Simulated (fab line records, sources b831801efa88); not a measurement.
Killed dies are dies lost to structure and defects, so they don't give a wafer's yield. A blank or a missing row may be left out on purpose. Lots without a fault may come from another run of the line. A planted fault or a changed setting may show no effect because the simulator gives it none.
fab line records | flow sky130 | part 2 of 2: steps 31 to 43 of 43
record lots=5 wafers=15 last_day=49
route steps=708 shown CAP2M@614 METAL4@621 VIA4@639
lots that met no fault: from a run of the same line without faults
start_h: hours from the record's first day to the start of the lot's first wafer shown | wait_h: hours since the lot's step before | " the same as in the row above | L1.1+2: a row that stands for several wafers | - no value, or no start given | * or withheld: withheld | < > ~ a bound
route shown NAME@n: a module of which the file shows steps, and the number in the route of the first | usual: mean/standard deviation of fault-free wafers | same: alike in all rows | chamber/n: place in a boat | sites: the reading at each site | _std_site: their standard deviation | _edge_site: outer sites' mean less inner sites' | radius_mm: how far each site lies from the wafer's centre | mask NAME#n: copy n | behind: the tool/chamber that last shaped the wafer | hold: why the lot was held/for how many hours/how that ended | device: the transistor (n, p or np) that didn't switch | end of line: the same wafers' tests at the end of the route | a step without rows: its recipe alone | killed: dies lost to structure and defects at the first sort, not the wafer's yield | map: a wafer's dies, x killed, . not, _ none there
set.NAME: the setting as run; set.NAME@STEP: as run at that earlier step | model.NAME: the simulator's own value behind a step, which no gauge read
lots at some steps of the route; a table a step, a row a wafer
services: from which hour (start_h, from the record's first day; less than 0 if before it) a tool's chamber was out of use, for how many hours, and why
## steps
# step SKY_VIA4_HMDS_05
# recipe prime_time_s=60 prime_temp_c=120
# columns lot.wafer tool chamber start_h wait_h
L074.1+4+6 litho_track-01 0 1001.60 0.1
L081.1+2+6 litho_track-01 0 1037.75 0.1
L085.3+4+5 litho_track-02 0 1072.02 0.1
L090.1+2+3 litho_track-01 0 1095.45 0.1
L093.1+2+3 litho_track-02 0 1116.62 0.1
# step SKY_VIA4_COAT_06
# recipe resist=NOVOLAK spin_rpm=3000 resist_thk_nm=1140
# columns lot.wafer tool chamber start_h wait_h
L074.1+4+6 litho_track-01 0 1001.75 0.1
L081.1+2+6 litho_track-01 0 1037.90 0.1
L085.3+4+5 litho_track-02 0 1072.17 0.1
L090.1+2+3 litho_track-01 0 1095.60 0.1
L093.1+2+3 litho_track-02 0 1116.77 0.1
# step SKY_VIA4_SOFTBAKE_07
# recipe temp_c=90 time_s=60 resist=NOVOLAK
# columns lot.wafer tool chamber start_h wait_h
L074.1+4+6 litho_track-01 0 1001.90 0.1
L081.1+2+6 litho_track-01 0 1038.05 0.1
L085.3+4+5 litho_track-02 0 1072.32 0.1
L090.1+2+3 litho_track-01 0 1095.75 0.1
L093.1+2+3 litho_track-02 0 1116.92 0.1
# step SKY_VIA4_EXPOSE_08
# recipe mask_id=VIM4 na=0.6 source_shape=conventional sigma_outer=0.6 polarization=unpolarized target_cd_nm=800 dose_mj=132
# columns lot.wafer tool chamber start_h wait_h mask
L074.1+4+6 iline_stepper-01 0 - - VIM4#0
L081.1+2+6 iline_stepper-01 0 - - VIM4#0
L085.3+4+5 iline_stepper-02 0 - - VIM4#0
L090.1+2+3 iline_stepper-01 0 - - VIM4#0
L093.1+2+3 iline_stepper-01 0 - - VIM4#0
# step SKY_VIA4_PEB_09
# recipe temp_c=withheld time_s=* resist=NOVOLAK
# columns lot.wafer tool chamber start_h wait_h
L074.1+4+6 litho_track-01 0 - -
L081.1+2+6 litho_track-04 0 - -
L085.3+4+5 litho_track-02 0 - -
L090.1+2+3 litho_track-02 0 - -
L093.1+2+3 litho_track-01 0 - -
# step SKY_VIA4_DEVELOP_10
# recipe resist=NOVOLAK developer=TMAH develop_time_s=60 dev_temp_c=23
# columns lot.wafer tool chamber start_h wait_h
L074.1+4+6 litho_track-01 0 1014.20 0.1
L081.1+2+6 litho_track-04 0 1048.58 0.1
L085.3+4+5 litho_track-02 0 1082.87 0.1
L090.1+2+3 litho_track-02 0 1106.12 0.1
L093.1+2+3 litho_track-01 0 1127.26 0.1
# step SKY_VIA4_OVL_MEAS_11
# usual VIA4_OVL=0.2/1.1
# columns lot.wafer tool chamber start_h wait_h VIA4_OVL[nm]
L074.1 overlay-02 - 1014.35 0.1 -2.1
L074.4 " - " " 0.3
L074.6 " - " " -1.5
L081.1 overlay-02 - 1048.73 0.1 -0.9
L081.2 " - " " 0.0
L081.6 " - " " 1.1
L085.3 overlay-02 - 1082.98 0.1 2.2
L085.4 " - " " 1.1
L085.5 " - " " 1.4
L090.1 overlay-01 - 1106.27 0.1 -1.0
L090.2 " - " " -1.3
L090.3 " - " " 0.4
L093.1 overlay-02 - 1127.41 0.1 1.1
L093.2 " - " " 1.0
L093.3 " - " " 1.3
# step SKY_VIA4_ETCH_12
# recipe target=SiO2 chemistry=C4F8/O2/Ar stop_on=TiN mask_material=NOVOLAK source_w=1500 bias_w=1200 pressure_mtorr=40 c4f8_flow_sccm=withheld O2_flow_sccm=6 Ar_flow_sccm=300 time_s=withheld target_depth_a=5800
# usual oes_product_au=0.926/0.0042
# columns lot.wafer tool chamber start_h wait_h oes_product_au
L074.1 rie_diel-04 3 1014.39 0.0 0.921
L074.4 " 2 " " 0.924
L074.6 " 0 " " 0.924
L081.1 rie_diel-03 3 1048.77 0.0 0.927
L081.2 " 2 " " 0.927
L081.6 " 0 " " 0.926
L085.3 rie_diel-03 0 1083.00 0.0 0.921
L085.4 " 2 " " 0.918
L085.5 " 0 " " 0.924
L090.1 rie_diel-03 1 1106.30 0.0 0.919
L090.2 " 2 " " 0.927
L090.3 " 0 " " 0.920
L093.1 rie_diel-04 2 1127.44 0.0 0.915
L093.2 " 3 " " 0.922
L093.3 " 1 " " 0.925
# step SKY_VIA4_STRIP_13
# recipe chemistry=O2/N2 power_w=1400 pressure_mtorr=1500 platen_temp_c=withheld o2_flow_sccm=3000 n2_flow_sccm=300 overash_fraction=0.5
# usual drypump_motor_current_A=5.4/0.41 o2_flow_sccm=3000/9 oes_product_au=0.709/0.0049 strip_time_to_endpoint_s=12.81/0.031
# same overash_fraction=0.5
# columns lot.wafer tool chamber start_h wait_h drypump_motor_current_A o2_flow_sccm oes_product_au rf_hours_counter_h strip_time_to_endpoint_s
L074.1 plasma_asher-04 1 1014.46 - 4.9 2996 0.709 89 12.78
L074.4 " 0 " " 5.5 3002 0.701 - 12.79
L074.6 " 1 " " 4.9 3003 0.716 - 12.79
L081.1 plasma_asher-04 1 1048.84 - 4.9 2999 0.712 93 12.84
L081.2 " 0 " " 5.5 3004 0.699 93 12.87
L081.6 " 0 " " 5.5 2999 0.708 - 12.81
L085.3 plasma_asher-03 0 1083.11 - 5.1 3000 0.710 - 12.82
L085.4 " 1 " " 5.3 3006 0.709 - 12.79
L085.5 " 1 " " 5.3 3006 0.708 - 12.81
L090.1 plasma_asher-01 1 1106.38 - 6.0 3006 0.709 35 12.82
L090.2 " 0 " " 6.2 3005 0.713 35 12.84
L090.3 " 1 " " 6.1 3010 0.704 - 12.77
L093.1 plasma_asher-01 0 1127.51 - 6.2 2993 0.708 37 12.78
L093.2 " 1 " " 6.0 2989 0.714 37 12.81
L093.3 " 0 " " 6.2 2996 0.706 - 12.82
# step SKY_VIA4_STRIP_14
# recipe chemistry=post_etch_residue_remover time_s=1200 temp_c=72.5
# columns lot.wafer tool chamber start_h wait_h
L074.1+4+6 wet_bench-01 0 1014.56 0.1
L081.1+2+6 wet_bench-01 2 1048.94 0.1
L085.3+4+5 wet_bench-01 0 1083.18 0.0
L090.1+2+3 wet_bench-04 1 1106.48 0.1
L093.1+2+3 wet_bench-01 3 1127.61 0.1
# step SKY_VIA4_CLEAN_15
# recipe chemistry=IPA time_s=180 temp_c=25
# columns lot.wafer tool chamber start_h wait_h
L074.1+4+6 wet_bench-04 0 1014.90 0.0
L081.1+2+6 wet_bench-04 2 1049.31 0.0
L085.3+4+5 wet_bench-03 3 1083.52 0.0
L090.1+2+3 wet_bench-04 1 1106.85 0.0
L093.1+2+3 wet_bench-03 3 1127.96 0.0
# step SKY_VIA4_CLEAN_16
# recipe chemistry=O3/DIW dry=n2_spin
# columns lot.wafer tool chamber start_h wait_h
L074.1+4+6 wet_bench-01 3 1014.96 0.0
L081.1+2+6 wet_bench-01 2 1049.37 0.0
L085.3+4+5 wet_bench-04 1 1083.58 0.0
L090.1+2+3 wet_bench-04 2 1106.91 0.0
L093.1+2+3 wet_bench-03 0 1128.02 0.0
# step SKY_VIA4_SPUTTER_17
# recipe material=TiN target_thk_nm=20 chamber_pressure_pa=5 power_w=4000 time_s=80
# usual cathode_dc_power_W=4000.0/0.77 throttle_valve_pct=29.7/1.4
# columns lot.wafer tool chamber start_h wait_h cathode_dc_power_W throttle_valve_pct
L074.1 pvd_sputter-04 - 1015.05 0.0 4000.5 29.6
L074.4 " - " " 3999.6 31.3
L074.6 " - " " 3999.7 31.3
L081.1 pvd_sputter-02 - 1049.47 0.0 4000.1 30.2
L081.2 " - " " 3999.8 26.7
L081.6 " - " " 3999.0 29.9
L085.3 pvd_sputter-04 - 1083.67 0.0 4001.9 29.6
L085.4 " - " " 3999.3 31.5
L085.5 " - " " 4000.1 31.4
L090.1 pvd_sputter-02 - 1107.01 0.0 4001.5 29.7
L090.2 " - " " 4000.6 29.7
L090.3 " - " " 3998.0 29.8
L093.1 pvd_sputter-02 - 1128.12 0.0 3999.0 26.8
L093.2 " - " " 4000.1 29.7
L093.3 " - " " 4000.7 30.0
## services
# columns tool chamber start_h hours kind
rie_diel-03 3 941.43 15.1 repair
krf_scanner-01 - 941.85 0.8 pm
rie_diel-04 - 942.14 4.3 pm
krf_scanner-01 - 942.60 3.0 pm
rie_metal-03 1 949.30 9.8 repair
cmp-02 - 954.67 0.9 repair
rie_metal-02 1 976.48 4.3 repair
iline_stepper-01 - 979.46 1.7 pm
plasma_asher-01 - 980.47 10.6 repair
rie_diel-03 1 982.78 8.7 repair
iline_stepper-01 - 985.01 5.8 repair
rie_metal-04 - 986.44 0.7 repair
plasma_asher-01 - 1011.62 2.0 repair
rie_diel-03 - 1014.15 0.3 repair
wet_bench-03 - 1017.35 10.9 repair
rie_metal-01 - 1069.14 0.3 repair
rie_diel-03 - 1072.06 0.9 repair
plasma_asher-03 - 1077.47 3.0 repair
wet_bench-04 - 1078.18 3.5 repair
rie_metal-01 - 1078.40 0.9 repair
plasma_asher-04 - 1080.56 28.1 pm
wet_bench-04 - 1091.65 1.9 pm
rie_metal-01 - 1099.72 1.3 repair
rie_metal-04 - 1113.84 2.8 pm
